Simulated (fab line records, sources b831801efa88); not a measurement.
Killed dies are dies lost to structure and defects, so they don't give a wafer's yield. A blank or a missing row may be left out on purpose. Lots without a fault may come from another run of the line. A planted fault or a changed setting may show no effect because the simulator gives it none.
One fault seen from 2 desks | flow sky130 | each desk has only its own numbers; what lay behind them comes last

THE TOOL OWNER'S DESK: implanter-01
The tool's own readings at SKY_LDD_HVN_IMPLANT_08: means of the sampled wafers that have a number, for each lot that ran on this tool. A lot is out of limits, marked OUT, if its mean lies more than 4 standard deviations from the usual mean; the brackets give that distance.
Columns: A = beam_energy_keV at SKY_LDD_HVN_IMPLANT_08, usual 59.996
lot  | first seen here | A
L114 | day 23 07:26    | 60.016
L115 | day 24 01:21    | 59.994
L117 | day 24 06:53    | 62.088 (+99 or more) OUT
L118 | day 24 12:50    | 62.109 (+99 or more) OUT
L122 | day 25 23:30    | 62.097 (+99 or more) OUT
This desk's finding: out of limits on L117, L118, L122; first on L117, day 24 06:53 (beam_energy_keV at SKY_LDD_HVN_IMPLANT_08). In limits: L114, L115.

THE METROLOGY DESK
What the gauges read, lot by lot, whatever tool the lot ran on: means of the sampled wafers that have a number. A lot is out of limits, marked OUT, if its mean lies more than 4 standard deviations from the usual mean; the brackets give that distance.
Columns: A = VT_ADJUST_PCH_TW at SKY_VT_ADJUST_PCH_TW_MEAS_10, usual 143.2
lot  | first seen here | A
L107 | day 10 13:25    | 140.0
L109 | day 11 04:15    | 143.2
L111 | day 11 19:34    | 144.0
L113 | day 12 10:16    | 140.6
L114 | day 12 18:48    | 143.7
L115 | day 13 07:33    | 143.5
L117 | day 13 17:17    | 142.7
L118 | day 14 00:05    | 144.9
L122 | day 15 04:20    | 144.3
L127 | day 16 19:54    | 142.8
L128 | day 17 06:20    | 143.9
L129 | day 17 13:27    | 143.6
L130 | day 17 18:07    | 143.4
This desk's finding: nothing out of limits on any of the 13 lots.

PUT TOGETHER
The tool owner's desk could have raised an alarm at day 24 06:53, on L117, L118, L122.
The metrology desk saw nothing out of limits.
The metrology desk has L117, L118, L122 on record, within its limits.
Of the lots named, all ran SKY_LDD_HVN_IMPLANT_08 on implanter-01.

WHAT THE SIMULATOR HAD PUT IN
Process parameter drift: implanter-01, from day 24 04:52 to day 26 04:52, at SKY_LDD_HVN_IMPLANT_08. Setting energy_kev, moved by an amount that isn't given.
Lots struck among those shown: L117, L118, L122.
Hours from the fault's start to each desk's first reading out of limits: the tool owner's desk, 2.
